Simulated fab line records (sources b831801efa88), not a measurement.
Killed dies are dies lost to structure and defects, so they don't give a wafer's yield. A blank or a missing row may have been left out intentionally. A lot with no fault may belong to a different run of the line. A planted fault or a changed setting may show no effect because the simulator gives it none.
fab line records + flow sky130 + part 2 of 2: steps 31 to 44 of 44
[record]
- lots = 5
- wafers = 15
- lastDay = 50
route steps=708 shown FIELD_ISO@8 NWELL@32 DNWELL@35 PWDE@45
lots that met no fault: from a run of the same line without faults
startH: the number of hours between the record's first day and the start of the first shown wafer of the lot + waitH: hours since the lot's step before + " the same as in the row above + L1.1+2: a single row standing in for several wafers + - either no value or no given start + * or withheld: withheld + < > ~ a bound
route shown NAME@n: a module of which the file shows steps, and the number in the route of the first + usual: mean/standard deviation taken from wafers without a fault + same: alike in all rows + chamber/n: place in a boat + sites: readings site by site + _std_site: how widely they spread, as a standard deviation + _edge_site: the outer-site mean with the inner-site mean subtracted + radiusMm: how far each site lies from the wafer's centre + mask NAME#n: copy n + behind: tool/chamber where the wafer was last shaped + hold: why the lot was held/for how many hours/how that ended + device: transistor that didn't switch, given as n, p or np + end of line: tests run on the same wafers once the route is complete + a step with no rows: only its recipe + killed: dies lost to structure and defects at the first sort, not the wafer's yield + map: dies across one wafer; x = killed, . = not, _ = none there
set.NAME: setting as actually run; set.NAME@STEP: the setting as run at that earlier step + model.NAME: the simulator's own value behind a step, which no gauge read
lots at selected steps of the route; one table per step, one row per wafer
services: the hour from which a tool's chamber was out of use, counted from the record's first day as startH (under 0 if before that day), plus the number of hours and why
[[steps]]
[step SKY_DNWELL_SOFTBAKE_03]
[recipe]
- tempC = 110
- timeS = withheld
| lot.wafer  | tool          | chamber | startH | waitH |
|------------|---------------|---------|--------|-------|
| L078.2+3+5 | lithoTrack-02 | 0       | 66.70  | 0.1   |
| L080.1+3+5 | lithoTrack-02 | 0       | 76.26  | 0.1   |
| L084.1+2+3 | lithoTrack-02 | 0       | 95.96  | 0.1   |
| L086.1+3+4 | lithoTrack-01 | 0       | 106.64 | 0.1   |
| L095.2+4+5 | lithoTrack-01 | 0       | 155.62 | 0.1   |
[step SKY_DNWELL_EXPOSE_04]
[recipe]
- maskId = DNM
- na = 0.57
- targetCdNm = 3000
- doseMj = 222
[usual]
- reticleTempC = 23.02/0.11
[same]
- na = 0.57
| lot.wafer | tool            | chamber | startH | waitH | mask  | reticleTempC |
|-----------|-----------------|---------|--------|-------|-------|--------------|
| L078.2    | ilineStepper-01 | 0       | -      | -     | DNM#0 | 23.10        |
| L078.3    | "               | 0       | "      | "     | DNM#0 | 23.13        |
| L078.5    | "               | 0       | "      | "     | DNM#0 | 22.90        |
| L080.1    | ilineStepper-01 | 0       | -      | -     | DNM#0 | 23.12        |
| L080.3    | "               | 0       | "      | "     | DNM#0 | 22.96        |
| L080.5    | "               | 0       | "      | "     | DNM#0 | 23.06        |
| L084.1    | ilineStepper-02 | 0       | -      | -     | DNM#0 | 22.94        |
| L084.2    | "               | 0       | "      | "     | DNM#0 | 23.01        |
| L084.3    | "               | 0       | "      | "     | DNM#0 | 22.95        |
| L086.1    | ilineStepper-01 | 0       | -      | -     | DNM#0 | 23.00        |
| L086.3    | "               | 0       | "      | "     | DNM#0 | 22.87        |
| L086.4    | "               | 0       | "      | "     | DNM#0 | 22.96        |
| L095.2    | ilineStepper-01 | 0       | -      | -     | DNM#0 | 22.95        |
| L095.4    | "               | 0       | "      | "     | DNM#0 | 23.05        |
| L095.5    | "               | 0       | "      | "     | DNM#0 | 23.02        |
[step SKY_DNWELL_PEB_05]
[recipe]
- tempC = 115
- timeS = withheld
| lot.wafer  | tool          | chamber | startH | waitH |
|------------|---------------|---------|--------|-------|
| L078.2+3+5 | lithoTrack-03 | 0       | -      | -     |
| L080.1+3+5 | lithoTrack-02 | 0       | -      | -     |
| L084.1+2+3 | lithoTrack-03 | 0       | -      | -     |
| L086.1+3+4 | lithoTrack-02 | 0       | -      | -     |
| L095.2+4+5 | lithoTrack-01 | 0       | -      | -     |
[step SKY_DNWELL_DEVELOP_06]
[recipe]
- wallAngleDeg = 90
- developer = TMAH
- developTimeS = 60
- devTempC = 23
| lot.wafer  | tool          | chamber | startH | waitH |
|------------|---------------|---------|--------|-------|
| L078.2+3+5 | lithoTrack-03 | 0       | -      | -     |
| L080.1+3+5 | lithoTrack-02 | 0       | -      | -     |
| L084.1+2+3 | lithoTrack-03 | 0       | -      | -     |
| L086.1+3+4 | lithoTrack-02 | 0       | -      | -     |
| L095.2+4+5 | lithoTrack-01 | 0       | -      | -     |
[step SKY_DNWELL_IMPLANT_07]
[recipe]
- species = P
- energyKev = withheld
- doseCm2 = withheld
- tiltDeg = withheld
[same]
- implantIonAmu = *
| lot.wafer  | tool         | chamber | startH | waitH |
|------------|--------------|---------|--------|-------|
| L078.2+3+5 | implanter-02 | 0       | 75.80  | -     |
| L080.1+3+5 | implanter-03 | 0       | 84.51  | -     |
| L084.1+2+3 | implanter-04 | 0       | 105.27 | -     |
| L086.1+3+4 | implanter-02 | 0       | 116.26 | -     |
| L095.2+4+5 | implanter-04 | 0       | 165.91 | -     |
[step SKY_DNWELL_STRIP_08]
[recipe]
- chemistry = O2/N2
- powerW = 1400
- pressureMtorr = 1500
- platenTempC = withheld
- o2FlowSccm = 3000
- n2FlowSccm = 300
- overashFraction = 0.5
[usual]
- drypumpMotorCurrentA = 5.7/0.31
- oesProductAu = 0.723/0.005
- stripTimeToEndpointS = 36.88/0.096
[same]
- overashFraction = 0.5
| lot.wafer | tool           | chamber | startH | waitH | drypumpMotorCurrentA | oesProductAu | rfHoursCounterH | stripTimeToEndpointS |
|-----------|----------------|---------|--------|-------|----------------------|--------------|-----------------|----------------------|
| L078.2    | plasmaAsher-04 | 0       | 75.92  | 0.1   | 5.4                  | 0.722        | 39              | 36.93                |
| L078.3    | "              | 1       | "      | "     | 5.9                  | 0.724        | -               | 36.95                |
| L078.5    | "              | 1       | "      | "     | 5.9                  | 0.723        | -               | 36.83                |
| L080.1    | plasmaAsher-04 | 0       | 84.66  | 0.1   | 5.4                  | 0.722        | 40              | 36.87                |
| L080.3    | "              | 1       | "      | "     | 5.9                  | 0.725        | -               | 36.78                |
| L080.5    | "              | 1       | "      | "     | 5.9                  | 0.718        | -               | 36.88                |
| L084.1    | plasmaAsher-02 | 0       | 105.42 | 0.1   | 5.4                  | 0.718        | 37              | 36.88                |
| L084.2    | "              | 1       | "      | "     | 6.0                  | 0.724        | 37              | 36.93                |
| L084.3    | "              | 0       | "      | "     | 5.4                  | 0.717        | -               | 36.99                |
| L086.1    | plasmaAsher-02 | 1       | 116.41 | 0.1   | 6.0                  | 0.724        | 38              | 36.83                |
| L086.3    | "              | 1       | "      | "     | 6.0                  | 0.720        | -               | 36.94                |
| L086.4    | "              | 0       | "      | "     | 5.4                  | 0.723        | -               | 36.82                |
| L095.2    | plasmaAsher-04 | 1       | 166.04 | 0.1   | 5.9                  | 0.723        | 48              | 36.58                |
| L095.4    | "              | 1       | "      | "     | 5.9                  | 0.717        | -               | 36.75                |
| L095.5    | "              | 1       | "      | "     | 5.9                  | 0.715        | -               | 36.67                |
[step SKY_DNWELL_TW_MEAS_09]
[usual]
- DNWELL_TW = 1109/8.2
| lot.wafer | tool         | chamber | startH | waitH | DNWELL_TW |
|-----------|--------------|---------|--------|-------|-----------|
| L078.2    | filmMetro-03 | -       | 76.03  | 0.1   | 1102      |
| L078.3    | "            | -       | "      | "     | 1107      |
| L078.5    | "            | -       | "      | "     | 1104      |
| L080.1    | filmMetro-04 | -       | 84.76  | 0.1   | 1119      |
| L080.3    | "            | -       | "      | "     | 1114      |
| L080.5    | "            | -       | "      | "     | 1118      |
| L084.1    | filmMetro-01 | -       | 105.52 | 0.1   | 1106      |
| L084.2    | "            | -       | "      | "     | 1113      |
| L084.3    | "            | -       | "      | "     | 1112      |
| L086.1    | filmMetro-04 | -       | 116.51 | 0.1   | 1103      |
| L086.3    | "            | -       | "      | "     | 1098      |
| L086.4    | "            | -       | "      | "     | 1100      |
| L095.2    | filmMetro-04 | -       | 166.15 | 0.1   | 1118      |
| L095.4    | "            | -       | "      | "     | 1114      |
| L095.5    | "            | -       | "      | "     | 1126      |
[step SKY_PWDE_DEHYDRATE_00]
[recipe]
- tempC = 200
- timeS = 60
| lot.wafer  | tool          | chamber | startH | waitH |
|------------|---------------|---------|--------|-------|
| L078.2+3+5 | lithoTrack-04 | 0       | 83.41  | 7.4   |
| L080.1+3+5 | lithoTrack-02 | 0       | 92.81  | 8.0   |
| L084.1+2+3 | lithoTrack-02 | 0       | 113.86 | 8.3   |
| L086.1+3+4 | lithoTrack-03 | 0       | 125.07 | 8.5   |
| L095.2+4+5 | lithoTrack-04 | 0       | 176.01 | 9.8   |
[step SKY_PWDE_HMDS_01]
[recipe]
- primeTimeS = 60
- primeTempC = 120
| lot.wafer  | tool          | chamber | startH | waitH |
|------------|---------------|---------|--------|-------|
| L078.2+3+5 | lithoTrack-04 | 0       | 83.56  | 0.1   |
| L080.1+3+5 | lithoTrack-02 | 0       | 92.96  | 0.1   |
| L084.1+2+3 | lithoTrack-02 | 0       | 114.01 | 0.1   |
| L086.1+3+4 | lithoTrack-03 | 0       | 125.22 | 0.1   |
| L095.2+4+5 | lithoTrack-04 | 0       | 176.16 | 0.1   |
[step SKY_PWDE_COAT_02]
[recipe]
- spinRpm = 2000
- resistThkNm = 3000
| lot.wafer  | tool          | chamber | startH | waitH |
|------------|---------------|---------|--------|-------|
| L078.2+3+5 | lithoTrack-04 | 0       | 83.71  | 0.1   |
| L080.1+3+5 | lithoTrack-02 | 0       | 93.11  | 0.1   |
| L084.1+2+3 | lithoTrack-02 | 0       | 114.16 | 0.1   |
| L086.1+3+4 | lithoTrack-03 | 0       | 125.37 | 0.1   |
| L095.2+4+5 | lithoTrack-04 | 0       | 176.31 | 0.1   |
[step SKY_PWDE_SOFTBAKE_03]
[recipe]
- tempC = 110
- timeS = withheld
| lot.wafer  | tool          | chamber | startH | waitH |
|------------|---------------|---------|--------|-------|
| L078.2+3+5 | lithoTrack-04 | 0       | 83.87  | 0.1   |
| L080.1+3+5 | lithoTrack-02 | 0       | 93.26  | 0.1   |
| L084.1+2+3 | lithoTrack-02 | 0       | 114.31 | 0.1   |
| L086.1+3+4 | lithoTrack-03 | 0       | 125.52 | 0.1   |
| L095.2+4+5 | lithoTrack-04 | 0       | 176.47 | 0.1   |
[step SKY_PWDE_EXPOSE_04]
[recipe]
- maskId = PWDEM
- na = 0.6
- sourceShape = conventional
- sigmaOuter = 0.6
- polarization = unpolarized
- targetCdNm = 840
- doseMj = 214
[usual]
- reticleTempC = 23.00/0.1
[same]
- na = 0.6
- sigmaOuter = 0.6
| lot.wafer | tool            | chamber | startH | waitH | mask    | reticleTempC |
|-----------|-----------------|---------|--------|-------|---------|--------------|
| L078.2    | ilineStepper-01 | 0       | -      | -     | PWDEM#0 | 23.03        |
| L078.3    | "               | 0       | "      | "     | PWDEM#0 | 22.96        |
| L078.5    | "               | 0       | "      | "     | PWDEM#0 | 22.88        |
| L080.1    | ilineStepper-02 | 0       | -      | -     | PWDEM#0 | 23.00        |
| L080.3    | "               | 0       | "      | "     | PWDEM#0 | 23.16        |
| L080.5    | "               | 0       | "      | "     | PWDEM#0 | 22.93        |
| L084.1    | ilineStepper-02 | 0       | -      | -     | PWDEM#0 | 22.90        |
| L084.2    | "               | 0       | "      | "     | PWDEM#0 | 23.03        |
| L084.3    | "               | 0       | "      | "     | PWDEM#0 | 22.94        |
| L086.1    | ilineStepper-02 | 0       | -      | -     | PWDEM#0 | 22.97        |
| L086.3    | "               | 0       | "      | "     | PWDEM#0 | 23.06        |
| L086.4    | "               | 0       | "      | "     | PWDEM#0 | 23.15        |
| L095.2    | ilineStepper-01 | 0       | -      | -     | PWDEM#0 | 22.79        |
| L095.4    | "               | 0       | "      | "     | PWDEM#0 | 22.75        |
| L095.5    | "               | 0       | "      | "     | PWDEM#0 | 22.93        |
[step SKY_PWDE_PEB_05]
[recipe]
- tempC = 115
- timeS = withheld
| lot.wafer  | tool          | chamber | startH | waitH |
|------------|---------------|---------|--------|-------|
| L078.2+3+5 | lithoTrack-03 | 0       | -      | -     |
| L080.1+3+5 | lithoTrack-03 | 0       | -      | -     |
| L084.1+2+3 | lithoTrack-02 | 0       | -      | -     |
| L086.1+3+4 | lithoTrack-02 | 0       | -      | -     |
| L095.2+4+5 | lithoTrack-02 | 0       | -      | -     |
[step SKY_PWDE_DEVELOP_06]
[recipe]
- wallAngleDeg = 90
- developer = TMAH
- developTimeS = 60
- devTempC = 23
| lot.wafer  | tool          | chamber | startH | waitH |
|------------|---------------|---------|--------|-------|
| L078.2+3+5 | lithoTrack-03 | 0       | -      | -     |
| L080.1+3+5 | lithoTrack-03 | 0       | -      | -     |
| L084.1+2+3 | lithoTrack-02 | 0       | -      | -     |
| L086.1+3+4 | lithoTrack-02 | 0       | -      | -     |
| L095.2+4+5 | lithoTrack-02 | 0       | -      | -     |
[[services]]
| tool            | chamber | startH | hours | kind   |
|-----------------|---------|--------|-------|--------|
| cmp-02          | -       | 20.65  | 4.2   | pm     |
| krfScanner-01   | -       | 21.98  | 0.8   | pm     |
| furnace-01      | -       | 23.63  | 4.9   | pm     |
| cmp-02          | -       | 25.67  | 14.6  | repair |
| rieDiel-02      | 2       | 29.22  | 14.9  | repair |
| krfScanner-01   | -       | 33.22  | 4.0   | pm     |
| rieDiel-03      | -       | 33.28  | 1.1   | repair |
| rieDiel-03      | -       | 37.10  | 0.5   | repair |
| ilineStepper-02 | -       | 38.57  | 1.7   | pm     |
| furnace-02      | -       | 44.79  | 3.4   | pm     |
| rieDiel-03      | -       | 46.53  | 2.8   | pm     |
| wetBench-04     | -       | 47.17  | 3.5   | repair |
| rieDiel-03      | 2       | 59.86  | 4.7   | repair |
| rieDiel-03      | 3       | 60.63  | 2.1   | repair |
| rieDiel-02      | 1       | 65.89  | 6.1   | repair |
| hdpcvd-01       | -       | 66.75  | 15.0  | pm     |
| cmp-02          | -       | 75.45  | 0.2   | repair |
| krfScanner-01   | -       | 84.92  | 3.6   | pm     |
| cmp-02          | -       | 88.53  | 0.5   | repair |
| cmp-02          | -       | 103.56 | 0.8   | repair |
| plasmaAsher-03  | -       | 111.79 | 7.0   | repair |
| krfScanner-01   | -       | 118.55 | 1.0   | pm     |
| furnace-02      | -       | 141.33 | 3.0   | repair |
| cmp-02          | -       | 153.23 | 1.4   | repair |
